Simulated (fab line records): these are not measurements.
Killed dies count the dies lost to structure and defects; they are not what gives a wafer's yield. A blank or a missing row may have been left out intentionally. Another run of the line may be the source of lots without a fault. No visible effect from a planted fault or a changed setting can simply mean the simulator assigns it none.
fab line records	flow sky130
record: lots: 6	wafers: 18	last_day: 49
route steps=708 shown LDD_HVP@285 LDD_LDN@289 PAD_OPEN@708
lots untouched by any fault: they come from a run of this same line in which no faults occurred
start_h: the number of hours between the record's first day and the start of the first shown wafer of the lot	wait_h: hours since the lot's step before	" repeats the value in the row above	L1.1+2: a row that stands for several wafers	- value missing, or start not given	* or withheld: withheld	< > ~ a bound
route shown NAME@n: names a module that has steps shown in the file, with the first one's number in the route	usual: the fault-free wafers' mean and standard deviation	same: alike in all rows	chamber/n: place in a boat	sites: each site's reading	_std_site: standard deviation of those values	_edge_site: inner sites' mean taken away from outer sites' mean	radius_mm: how far each site lies from the wafer's centre	mask NAME#n: copy n	behind: the most recent tool/chamber to have shaped the wafer	hold: what put the lot on hold/how long, in hours/how the hold closed	device: transistor that didn't switch, given as n, p or np	end of line: the route-end tests of the same wafers	where a step has no rows: the recipe by itself	killed: the dies lost at the first sort to structure and to defects; this is not the yield of the wafer	map: a wafer's dies, marking killed ones x, the rest . and places with no die _
set.NAME: the run value of the setting; set.NAME@STEP: its run value at that earlier step	model.NAME: the simulator's own value behind a step, which no gauge read
a table for each step, a row for each wafer; lots at some steps of the route
services: from which hour (start_h, from the record's first day; less than 0 if before it) a tool's chamber was out of use, for how many hours, and why
== steps ==
step: SKY_LDD_HVP_OVL_MEAS_07
usual: LDD_HVP_OVL: -0.6/1.2
lot.wafer	tool	chamber	start_h	wait_h	LDD_HVP_OVL[nm]
L232.1	overlay-02	-	530.76	0.1	-0.7
L232.4	"	-	"	"	1.4
L232.5	"	-	"	"	-0.1
L233.2	overlay-01	-	531.01	0.1	0.5
L233.3	"	-	"	"	-1.2
L233.4	"	-	"	"	0.8
L234.4	overlay-02	-	542.63	0.1	-1.1
L234.5	"	-	"	"	-3.2
L234.6	"	-	"	"	-2.1
L235.1	overlay-01	-	556.96	0.1	-0.2
L235.2	"	-	"	"	3.2
L235.6	"	-	"	"	0.6
L241.1	overlay-01	-	617.41	0.1	-3.4
L241.3	"	-	"	"	-2.4
L241.4	"	-	"	"	-2.3
L246.2	overlay-01	-	645.96	0.1	0.0
L246.3	"	-	"	"	-1.2
L246.4	"	-	"	"	1.4
step: SKY_LDD_HVP_IMPLANT_08
recipe: species: B	energy_kev: 20	dose_cm2: 1.7e+13	tilt_deg: 17.9
step: SKY_LDD_HVP_STRIP_09
recipe: chemistry: O2/N2	power_w: 1400	pressure_mtorr: 1500	platen_temp_c: withheld	o2_flow_sccm: 3000	n2_flow_sccm: 300	overash_fraction: 0.5
usual: drypump_motor_current_A: 5.9/0.31	oes_product_au: 0.408/0.0045	strip_time_to_endpoint_s: 4.133/0.015
lot.wafer	tool	chamber	start_h	wait_h	drypump_motor_current_A	oes_product_au	rf_hours_counter_h	strip_time_to_endpoint_s
L232.1	plasma_asher-04	1	530.94	0.1	6.2	0.413	4	4.116
L232.4	"	1	"	"	6.1	0.414	-	4.110
L232.5	"	0	"	"	6.0	0.416	-	4.114
L233.2	plasma_asher-03	0	531.19	0.1	5.4	0.408	87	4.156
L233.3	"	0	"	"	5.4	0.407	-	4.149
L233.4	"	1	"	"	6.1	0.417	-	4.128
L234.4	plasma_asher-03	0	542.83	0.1	5.4	0.407	-	4.130
L234.5	"	0	"	"	5.4	0.408	-	4.177
L234.6	"	1	"	"	6.1	0.406	-	4.154
L235.1	plasma_asher-04	1	557.14	0.1	6.1	0.413	7	4.103
L235.2	"	0	"	"	6.0	0.405	7	4.092
L235.6	"	1	"	"	6.1	0.406	-	4.129
L241.1	plasma_asher-02	1	617.59	0.1	6.2	0.413	78	4.140
L241.3	"	1	"	"	6.3	0.404	-	4.136
L241.4	"	0	"	"	5.6	0.410	-	4.126
L246.2	plasma_asher-02	1	646.14	0.1	6.2	0.402	81	4.125
L246.3	"	0	"	"	5.5	0.406	-	4.133
L246.4	"	1	"	"	6.2	0.408	-	4.126
step: SKY_LDD_HVP_TW_MEAS_10
usual: LDD_HVP_TW: 455/5.5
lot.wafer	tool	chamber	start_h	wait_h	LDD_HVP_TW
L232.1	film_metro-01	-	531.04	0.1	451
L232.4	"	-	"	"	454
L232.5	"	-	"	"	449
L233.2	film_metro-03	-	531.30	0.1	465
L233.3	"	-	"	"	463
L233.4	"	-	"	"	463
L234.4	film_metro-01	-	542.92	0.1	451
L234.5	"	-	"	"	447
L234.6	"	-	"	"	449
L235.1	film_metro-01	-	557.24	0.1	450
L235.2	"	-	"	"	452
L235.6	"	-	"	"	450
L241.1	film_metro-03	-	617.69	0.1	463
L241.3	"	-	"	"	462
L241.4	"	-	"	"	465
L246.2	film_metro-04	-	646.25	0.1	456
L246.3	"	-	"	"	458
L246.4	"	-	"	"	456
step: SKY_LDD_LDN_DEHYDRATE_00
recipe: temp_c: 200	time_s: 60
step: SKY_LDD_LDN_HMDS_01
recipe: prime_time_s: 60	prime_temp_c: 120
step: SKY_LDD_LDN_COAT_02
recipe: resist: NOVOLAK	spin_rpm: 3000	resist_thk_nm: 1140
step: SKY_LDD_LDN_SOFTBAKE_03
recipe: temp_c: 90	time_s: 60	resist: NOVOLAK
step: SKY_LDD_LDN_EXPOSE_04
recipe: mask_id: LDNTM	na: 0.6	source_shape: conventional	sigma_outer: 0.6	polarization: unpolarized	target_cd_nm: 700	dose_mj: 140
step: SKY_LDD_LDN_PEB_05
recipe: temp_c: withheld	time_s: *	resist: NOVOLAK
step: SKY_LDD_LDN_DEVELOP_06
recipe: resist: NOVOLAK	developer: TMAH	develop_time_s: 60	dev_temp_c: 23
step: SKY_LDD_LDN_OVL_MEAS_07
usual: LDD_LDN_OVL: -1.1/1.3
lot.wafer	tool	chamber	start_h	wait_h	LDD_LDN_OVL[nm]
L232.1	overlay-02	-	561.36	0.1	-1.2
L232.4	"	-	"	"	-1.5
L232.5	"	-	"	"	-1.4
L233.2	overlay-01	-	561.41	0.1	-2.0
L233.3	"	-	"	"	-2.6
L233.4	"	-	"	"	-0.7
L234.4	overlay-01	-	572.50	0.1	-0.5
L234.5	"	-	"	"	-0.6
L234.6	"	-	"	"	-1.2
L235.1	overlay-02	-	587.06	0.1	0.1
L235.2	"	-	"	"	0.4
L235.6	"	-	"	"	0.6
L241.1	overlay-01	-	646.56	0.1	0.1
L241.3	"	-	"	"	-1.6
L241.4	"	-	"	"	-2.0
L246.2	overlay-01	-	675.01	0.1	0.2
L246.3	"	-	"	"	-0.7
L246.4	"	-	"	"	0.5
step: SKY_LDD_LDN_IMPLANT_08
recipe: species: As	energy_kev: 15	dose_cm2: 1.25e+13	tilt_deg: withheld	rotation_deg: 23
lot.wafer	tool	chamber	start_h	wait_h
L232.1+4+5	implanter-02	0	561.39	0.0
L233.2+3+4	implanter-03	0	561.47	0.0
L234.4+5+6	implanter-01	0	572.60	0.1
L234.4+5+6	implanter-01	0	572.91	0.3
L235.1+2+6	implanter-03	0	587.09	0.0
L241.1+3+4	implanter-03	0	646.59	0.0
L241.1+3+4	implanter-03	0	646.91	0.3
L246.2+3+4	implanter-03	0	675.07	0.0
step: SKY_LDD_LDN_IMPLANT_09
recipe: species: As	energy_kev: 15	dose_cm2: 1.25e+13	tilt_deg: withheld	rotation_deg: 113
step: SKY_LDD_LDN_IMPLANT_10
recipe: species: As	energy_kev: 15	dose_cm2: 1.25e+13	tilt_deg: withheld	rotation_deg: 203
step: SKY_LDD_LDN_IMPLANT_11
recipe: species: As	energy_kev: 15	dose_cm2: 1.25e+13	tilt_deg: withheld	rotation_deg: 293
step: SKY_LDD_LDN_STRIP_12
recipe: chemistry: O2/N2	power_w: 1400	pressure_mtorr: 1500	platen_temp_c: withheld	o2_flow_sccm: 3000	n2_flow_sccm: 300	overash_fraction: 0.5
usual: drypump_motor_current_A: 5.8/0.43	oes_product_au: 0.716/0.0044	strip_time_to_endpoint_s: 14.18/0.037
lot.wafer	tool	chamber	start_h	wait_h	drypump_motor_current_A	oes_product_au	rf_hours_counter_h	strip_time_to_endpoint_s
L232.1	plasma_asher-01	1	561.99	0.1	5.1	0.715	47	14.20
L232.4	"	0	"	"	6.2	0.715	-	14.22
L232.5	"	1	"	"	5.1	0.710	-	14.24
L233.2	plasma_asher-02	0	562.07	0.1	5.5	0.718	71	14.19
L233.3	"	0	"	"	5.5	0.717	-	14.20
L233.4	"	1	"	"	6.2	0.714	-	14.15
L234.4	plasma_asher-01	0	573.55	0.2	6.1	0.712	-	14.18
L234.5	"	0	"	"	6.2	0.724	-	14.17
L234.6	"	1	"	"	5.1	0.720	-	14.15
L235.1	plasma_asher-03	1	587.69	0.1	6.1	0.712	93	14.24
L235.2	"	0	"	"	5.4	0.713	93	14.18
L235.6	"	1	"	"	6.1	0.724	-	14.19
L241.1	plasma_asher-03	1	647.51	0.1	6.2	0.722	99	14.10
L241.3	"	0	"	"	5.4	0.719	-	14.12
L241.4	"	1	"	"	6.1	0.726	-	14.11
L246.2	plasma_asher-03	1	675.64	0.1	6.1	0.720	102	14.18
L246.3	"	0	"	"	5.4	0.712	-	14.12
L246.4	"	1	"	"	6.1	0.715	-	14.16
step: SKY_LDD_LDN_TW_MEAS_13
usual: LDD_LDN_TW: 1491/10
lot.wafer	tool	chamber	start_h	wait_h	LDD_LDN_TW
L232.1	film_metro-04	-	562.09	0.1	1476
L232.4	"	-	"	"	1482
L232.5	"	-	"	"	1482
L233.2	film_metro-03	-	562.18	0.1	1507
L233.3	"	-	"	"	1502
L233.4	"	-	"	"	1509
L234.4	film_metro-02	-	573.65	0.1	1581
L234.5	"	-	"	"	1585
L234.6	"	-	"	"	1588
L235.1	film_metro-04	-	587.79	0.1	1487
L235.2	"	-	"	"	1491
L235.6	"	-	"	"	1490
L241.1	film_metro-04	-	647.61	0.1	1588
L241.3	"	-	"	"	1583
L241.4	"	-	"	"	1579
L246.2	film_metro-02	-	675.75	0.1	1490
L246.3	"	-	"	"	1485
L246.4	"	-	"	"	1486
step: SKY_LDD_LDN_CLEAN_14
recipe: chemistry: SC1/SC2	mix: 1:4:20	temp_c: 70	time_s: 150	dry: n2_spin
step: SKY_PAD_OPEN_PROBE_99
usual: killed_at_M0_to_M3: 43/6.5	killed_at_M4_up: 3/1.7	killed_at_contacts: 25/5.1	killed_at_front_end: 15/3.8	killed_at_other: 0.2/0.45	killed_dies: 86/8.8	killed_open: 47/6.7	killed_short: 39/6
same: gross_dies: 492	killed_at_back_side: 0
lot.wafer	tool	chamber	start_h	wait_h	killed_at_M0_to_M3	killed_at_M4_up	killed_at_contacts	killed_at_front_end	killed_at_other	killed_dies	killed_open	killed_short	model.etest.tip_sonos.rs_ohm_sq
L232.1	prober-01	-	1101.53	0.1	45	2	26	14	1	88	36	52	2655
L232.4	prober-01	-	1101.68	0.2	39	2	27	19	0	87	59	28	2638
L232.5	prober-01	-	1101.73	0.2	42	4	17	21	1	85	37	48	2647
L233.2	prober-02	-	1102.92	0.1	54	2	18	20	1	95	47	48	2755
L233.3	prober-02	-	1102.97	0.2	42	3	25	13	1	84	45	39	2786
L233.4	prober-02	-	1103.02	0.2	42	2	27	11	1	83	43	40	2772
L234.4	prober-01	-	1108.87	0.2	51	3	24	18	2	98	49	49	2345
L234.5	prober-01	-	1108.92	0.2	50	5	26	17	0	98	53	45	2331
L234.6	prober-01	-	1108.97	0.2	50	2	31	20	0	103	61	42	2367
L235.1	prober-02	-	1118.37	0.1	42	3	30	8	0	83	43	40	2686
L235.2	prober-02	-	1118.42	0.1	45	3	17	11	0	76	35	41	2636
L235.6	prober-02	-	1118.62	0.2	53	6	26	12	0	97	54	43	2654
L241.1	prober-01	-	1160.84	0.1	51	1	29	16	0	97	51	46	2292
L241.3	prober-01	-	1160.94	0.2	42	6	16	13	0	77	42	35	2262
L241.4	prober-01	-	1160.99	0.2	53	3	26	14	0	96	53	43	2306
L246.2	prober-02	-	1182.08	0.1	42	2	31	13	0	88	42	46	2701
L246.3	prober-02	-	1182.13	0.2	52	4	22	12	0	90	52	38	2654
L246.4	prober-02	-	1182.18	0.2	27	5	21	16	0	69	42	27	2654
killed by level:class
L232.1 METAL2:geometric_particle:short=10 CONTACT:geometric_particle:open=8 VIA1:geometric_particle:short=7 METAL1:geometric_particle:short=7 LI_CONTACT:geometric_particle:open=6 VIA2:geometric_particle:open=6 POLY_GATE:geometric_particle:short=5 CONTACT:geometric_particle:short=4
L232.4 LI_CONTACT:geometric_particle:open=12 CONTACT:geometric_particle:open=10 FIELD_ISO:geometric_particle:open=8 VIA3:geometric_particle:open=8 VIA2:geometric_particle:open=8 VIA1:geometric_particle:open=5 POLY_GATE:geometric_particle:short=4 METAL2:geometric_particle:short=4
L232.5 VIA1:geometric_particle:open=7 VIA2:geometric_particle:open=7 POLY_GATE:geometric_particle:short=6 VIA1:geometric_particle:short=6 CONTACT:geometric_particle:short=5 LOCAL_INTERCONNECT:geometric_particle:short=5 METAL2:geometric_particle:short=5 FIELD_ISO:geometric_particle:open=4
L233.2 VIA2:geometric_particle:open=11 VIA1:geometric_particle:open=9 METAL2:geometric_particle:short=8 VIA3:geometric_particle:open=7 FIELD_ISO:geometric_particle:short=6 CONTACT:geometric_particle:short=6 CONTACT:geometric_particle:open=6 METAL1:geometric_particle:short=5
L233.3 VIA1:geometric_particle:open=8 LI_CONTACT:geometric_particle:open=7 CONTACT:geometric_particle:open=7 VIA2:geometric_particle:open=7 LOCAL_INTERCONNECT:geometric_particle:short=6 VIA1:geometric_particle:short=6 FIELD_ISO:geometric_particle:open=5 VIA3:geometric_particle:open=4
L233.4 VIA1:geometric_particle:open=18 CONTACT:geometric_particle:open=10 LI_CONTACT:geometric_particle:open=6 METAL1:geometric_particle:short=6 FIELD_ISO:geometric_particle:short=5 VIA1:geometric_particle:short=5 LOCAL_INTERCONNECT:geometric_particle:short=4 CONTACT:geometric_particle:short=4
L234.4 VIA1:geometric_particle:open=11 VIA2:geometric_particle:open=7 LI_CONTACT:geometric_particle:open=6 METAL2:geometric_particle:short=6 FIELD_ISO:geometric_particle:open=5 LOCAL_INTERCONNECT:geometric_particle:short=5 CONTACT:geometric_particle:open=5 METAL1:geometric_particle:short=5
L234.5 VIA1:geometric_particle:open=14 FIELD_ISO:geometric_particle:open=7 CONTACT:geometric_particle:open=7 VIA2:geometric_particle:open=7 CONTACT:geometric_particle:short=6 VIA1:geometric_particle:short=6 LI_CONTACT:geometric_particle:open=5 VIA3:geometric_particle:open=5
L234.6 CONTACT:geometric_particle:open=12 VIA1:geometric_particle:open=12 VIA3:geometric_particle:open=9 FIELD_ISO:geometric_particle:open=8 LI_CONTACT:geometric_particle:open=8 METAL1:geometric_particle:short=7 METAL2:geometric_particle:short=7 LOCAL_INTERCONNECT:geometric_particle:short=6
L235.1 METAL2:geometric_particle:short=10 LI_CONTACT:geometric_particle:open=9 CONTACT:geometric_particle:open=9 CONTACT:geometric_particle:short=6 VIA1:geometric_particle:open=6 METAL1:geometric_particle:short=6 VIA2:geometric_particle:open=5 LOCAL_INTERCONNECT:geometric_particle:short=4
L235.2 METAL2:geometric_particle:short=11 VIA1:geometric_particle:open=9 VIA1:geometric_particle:short=7 LI_CONTACT:geometric_particle:open=6 CONTACT:geometric_particle:short=6 POLY_GATE:geometric_particle:short=4 CONTACT:geometric_particle:open=4 VIA3:geometric_particle:short=4
L235.6 VIA1:geometric_particle:open=14 CONTACT:geometric_particle:open=13 METAL2:geometric_particle:short=9 VIA2:geometric_particle:open=8 VIA2:geometric_particle:short=6 METAL4:geometric_particle:short=5 VIA1:geometric_particle:short=5 FIELD_ISO:geometric_particle:open=4
L241.1 VIA1:geometric_particle:open=14 CONTACT:geometric_particle:open=9 LI_CONTACT:geometric_particle:open=8 VIA1:geometric_particle:short=7 LOCAL_INTERCONNECT:geometric_particle:short=6 VIA2:geometric_particle:open=6 VIA2:geometric_particle:short=6 POLY_GATE:geometric_particle:short=5
L241.3 VIA1:geometric_particle:open=12 VIA2:geometric_particle:open=8 METAL1:geometric_particle:short=6 VIA1:geometric_particle:short=6 METAL4:geometric_particle:short=5 POLY_GATE:geometric_particle:open=4 LI_CONTACT:geometric_particle:open=4 LOCAL_INTERCONNECT:geometric_particle:short=4
L241.4 CONTACT:geometric_particle:open=15 VIA1:geometric_particle:open=9 VIA2:geometric_particle:open=9 METAL1:geometric_particle:short=8 VIA3:geometric_particle:open=7 METAL2:geometric_particle:short=7 LOCAL_INTERCONNECT:geometric_particle:short=5 FIELD_ISO:geometric_particle:short=4
L246.2 CONTACT:geometric_particle:open=12 VIA1:geometric_particle:open=11 CONTACT:geometric_particle:short=8 LI_CONTACT:geometric_particle:open=7 METAL1:geometric_particle:short=7 VIA1:geometric_particle:short=6 VIA2:geometric_particle:open=5 FIELD_ISO:geometric_particle:short=4
L246.3 VIA1:geometric_particle:open=10 VIA3:geometric_particle:open=9 CONTACT:geometric_particle:open=8 VIA1:geometric_particle:short=8 LI_CONTACT:geometric_particle:open=7 VIA2:geometric_particle:open=7 METAL1:geometric_particle:short=6 FIELD_ISO:geometric_particle:open=3
L246.4 LI_CONTACT:geometric_particle:open=11 VIA1:geometric_particle:open=9 FIELD_ISO:geometric_particle:open=5 FIELD_ISO:geometric_particle:short=5 METAL2:geometric_particle:short=5 CONTACT:geometric_particle:open=4 LOCAL_INTERCONNECT:geometric_particle:short=4 VIA3:geometric_particle:open=4
== services ==
tool	chamber	start_h	hours	kind
implanter-03	-	532.96	0.7	repair
implanter-03	-	542.31	2.6	repair
plasma_asher-01	-	558.86	0.9	repair
plasma_asher-04	-	582.50	28.1	pm
implanter-01	-	617.27	1.0	repair
implanter-03	-	627.17	1.2	repair
implanter-03	-	635.74	8.0	repair
implanter-02	-	636.51	4.8	pm
implanter-01	-	667.32	5.1	repair
== key ==
first_sign: step: SKY_LDD_LDN_IMPLANT_08	reading: visit	direction: added
effect: step: SKY_LDD_LDN_TW_MEAS_13	reading: LDD_LDN_TW	direction: up	sigmas: 8.8	usual: 1491	struck: 1584
model_effect: step: SKY_PAD_OPEN_PROBE_99	value: etest.tip_sonos.rs_ohm_sq	without: 2603	struck: 2317
met_at SKY_LDD_LDN_IMPLANT_08
struck_wafers L234.4,L234.5,L234.6,L241.1,L241.3,L241.4
tester_left_out L234,L241
fault: kind: repeated_step_whole	tool: implanter-01,implanter-02,implanter-03	chamber: -	onset_h: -	steps: SKY_LDD_LDN_IMPLANT_08	times: 1	scope: struck_lots_only
tester_left_out: of these lots the tester's yield and bins aren't shown, on N5 and GAA mostly nor the transistor test; their killed dies are dies lost to structure and defects alone, not to doping, threshold or leakage, so they don't give the yield
